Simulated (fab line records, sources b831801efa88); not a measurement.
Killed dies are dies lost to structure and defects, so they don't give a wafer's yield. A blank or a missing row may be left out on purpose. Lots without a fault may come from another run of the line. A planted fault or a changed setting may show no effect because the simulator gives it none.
A struck lot beside a sound one | flow sky130 | 32 steps out of a route of 708
Sound: wafers L171.1, L171.2, L171.6. Struck: wafers L165.1, L165.2, L165.4. The cause comes at the end.
At each step with rows: each side's tool, then ch and its chambers, then its first start. Under that, the readings that differ: sound wafers | struck wafers | difference of the means | sigmas: that difference in standard deviations of wafers without a fault.
alike: readings whose means differ by less than 2 such deviations, and words and numbers that are the same on both sides. not compared: withheld readings, readings that some wafer has no value for, bounds like >300 that may hide the same value, and numbers for which the record gives no deviation and whose values overlap.
The two part at a step that has a row with sigmas, a row that says differs or no value, or rows on one side only. Numbers that don't overlap but have no deviation are shown without sigmas and don't part them. A reading that every wafer of one side lacks parts them only if that side has two wafers or more.

SKY_VIA1_ETCH_15: etches SiO2 in C4F8/O2/Ar, stops on TiN, target depth 351 nm, time 54 s.
  sound on rie_diel-02 ch 1,2,3, day 38 16:37; struck on rie_diel-03 ch 1,2,3, day 36 19:11
  alike: oes_product_au
  not compared: rf_hours_counter_h
then, 6 steps without rows for these wafers: SKY_VIA1_STRIP_16 (strips in O2/N2); SKY_VIA1_STRIP_17 (strips in post etch residue remover, time 1200 s); SKY_VIA1_CLEAN_18 (cleans in IPA, time 180 s); SKY_VIA1_CLEAN_19 (cleans in O3/DIW); SKY_VIA1_SPUTTER_20 (material TiN, target thk 20 nm, time 80 s); SKY_VIA1_CVD_21 (deposits W, target thk 270 nm, time 80.902 s).
SKY_VIA1_RS_MEAS_22: measures by four-point-probe.
  sound on film_metro-02, day 38 17:24; struck on film_metro-03, day 36 19:59
  alike: VIA1_W_RS
SKY_VIA1_THK_MEAS_23: measures by xrf.
  sound on film_metro-02, day 38 17:31; struck on film_metro-03, day 36 20:06
  alike: VIA1_W_THK
then, 2 steps without rows for these wafers: SKY_VIA1_CMP_24 (polishes, stops on SiO2, t overpolish 15 s, target thk 0 nm); SKY_METAL2_SPUTTER_00 (material Ti, target thk 15 nm, time 10 s).
SKY_METAL2_SPUTTER_01: material TiN, target thk 20 nm, time 16.7 s.
  sound on pvd_sputter-02, day 38 17:55; struck on pvd_sputter-01, day 36 20:29
  alike: chamber_pressure_pa, throttle_valve_pct
SKY_METAL2_SPUTTER_02: material AlCu, target thk 250 nm, time 13.3 s.
  sound on pvd_sputter-02, day 38 17:56; struck on pvd_sputter-01, day 36 20:30
  reading                                     | sound                | struck               | difference | sigmas
  chamber_pressure_pa (Pa)                    | 0.4013 0.4011 0.4011 | 0.3298 0.3305 0.3300 | -0.0711    | -65
  throttle_valve_pct (%)                      | 31.3 28.9 31.1       | 34.7 36.0 33.2       | +4.2       | +3
  model.AlCu_of_METAL2_SPUTTER_02.thk_nm (nm) | 249.1 250.3 249.4    | 262.3 261.3 260.8    | +11.9      |
SKY_METAL2_SPUTTER_03: material Ti, target thk 5 nm, time 3.3 s.
  sound on pvd_sputter-02, day 38 17:58; struck on pvd_sputter-01, day 36 20:32
  alike: chamber_pressure_pa, throttle_valve_pct
then, 1 step without rows for these wafers: SKY_METAL2_SPUTTER_04 (material TiN, target thk 70 nm, time 58.3 s).
SKY_METAL2_RS_MEAS_05: measures by four-point-probe.
  sound on film_metro-04, day 38 18:01; struck on film_metro-01, day 36 20:36
  reading                 | sound                | struck               | difference | sigmas
  METAL2_ALCU_RS (ohm/sq) | 0.1273 0.1266 0.1272 | 0.1190 0.1199 0.1197 | -0.0075    | -6
SKY_METAL2_THK_MEAS_06: measures by xrf.
  sound on film_metro-04, day 38 18:08; struck on film_metro-01, day 36 20:43
  reading              | sound       | struck      | difference | sigmas
  METAL2_ALCU_THK (nm) | 246 247 246 | 259 262 258 | +13        | +4
then, 8 steps without rows for these wafers: SKY_METAL2_DEHYDRATE_07 (time 60 s); SKY_METAL2_HMDS_08 (prime time 60 s); SKY_METAL2_COAT_09 (resist thk 60 nm); SKY_METAL2_COAT_10 (resist thk 458.1 nm); SKY_METAL2_SOFTBAKE_11 (time 90 s); SKY_METAL2_EXPOSE_12 (exposes mask MM2, target cd 140 nm); SKY_METAL2_PEB_13; SKY_METAL2_DEVELOP_14 (develop time 60 s).
SKY_METAL2_CD_MEAS_15: target cd 140 nm.
  sound on cd_sem-01, day 39 18:50; struck on cd_sem-02, day 37 22:14
  alike: cd_nm
SKY_METAL2_OVL_MEAS_16:
  sound on overlay-01, day 39 18:57; struck on overlay-02, day 37 22:21
  alike: METAL2_OVL
then, 1 step without rows for these wafers: SKY_METAL2_DESCUM_17 (chemistry O2, time 8 s).
SKY_METAL2_ETCH_18: etches BARC in N2/H2, stops on SiO2, time 45.9 s, target depth 60 nm.
  sound on rie_metal-04 ch 0,1, day 39 19:01; struck on rie_metal-01 ch 0,1, day 37 22:25
  alike: drypump_motor_current_A, oes_product_au, throttle_valve_pct
  not compared: rf_hours_counter_h
SKY_METAL2_METAL_ETCH_19: etches the open film in Cl2/BCl3, stops on SiO2, target depth 360 nm, time 78 s.
  sound on rie_metal-04 ch 0,1, day 39 19:05; struck on rie_metal-01 ch 0,1, day 37 22:29
  reading                            | sound           | struck            | difference | sigmas
  model.METAL2.feature_depth_nm (nm) | 359.7 360.4 360 | 357.1 355.9 356.9 | -3.4       |
  model.etch.depth_nm (nm)           | 359.7 360.4 360 | 357.1 355.9 356.9 | -3.4       |
  alike: drypump_motor_current_A, mfc_cl2_sccm, oes_product_au, throttle_valve_pct
  not compared: rf_hours_counter_h
SKY_METAL2_STRIP_20: strips in O2/N2.
  sound on plasma_asher-01 ch 0,1, day 39 19:10; struck on plasma_asher-01 ch 0,1, day 37 22:34
  alike: drypump_motor_current_A, oes_product_au, strip_time_to_endpoint_s
  not compared: rf_hours_counter_h
-- the record jumps here: 10 days lie between the struck wafers' starts before and after (it left off in module METAL2 and takes up again in module PAD_OPEN, whose first step shown is number 708 of the route) --
SKY_PAD_OPEN_PROBE_99:
  sound on prober-02, day 49 07:52; struck on prober-02, day 47 21:25
  reading                      | sound                | struck               | difference | sigmas
  model.etest.met2.line_ohm_um | 0.9369 0.9553 0.9589 | 0.9003 0.8608 0.8544 | -0.0785    |
  model.etest.met2.rs_ohm_sq   | 0.1272 0.1299 0.1289 | 0.1219 0.1223 0.1222 | -0.0065    |
  alike: defect_limited_yield, killed_at_M0_to_M3, killed_at_M4_up, killed_at_contacts, killed_at_front_end, killed_at_other, killed_dies, killed_open, killed_short, sort_bin_3_pad_short, sort_bin_5_function, sort_bin_6_memory, sort_n_pass, sort_yield_pct

WHERE THEY PART
First at SKY_METAL2_SPUTTER_02; last, within this record, at SKY_METAL2_THK_MEAS_06. Later steps at which nothing parts them and some readings are alike: SKY_METAL2_CD_MEAS_15, SKY_METAL2_OVL_MEAS_16, SKY_METAL2_ETCH_18, SKY_METAL2_METAL_ETCH_19, SKY_METAL2_STRIP_20, SKY_PAD_OPEN_PROBE_99.

WHY: what the simulator had put in
Process parameter drift: pvd_sputter-01, from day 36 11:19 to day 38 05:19, at SKY_METAL2_SPUTTER_02. Setting chamber_pressure_pa, moved by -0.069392, from 0.4. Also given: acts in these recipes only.
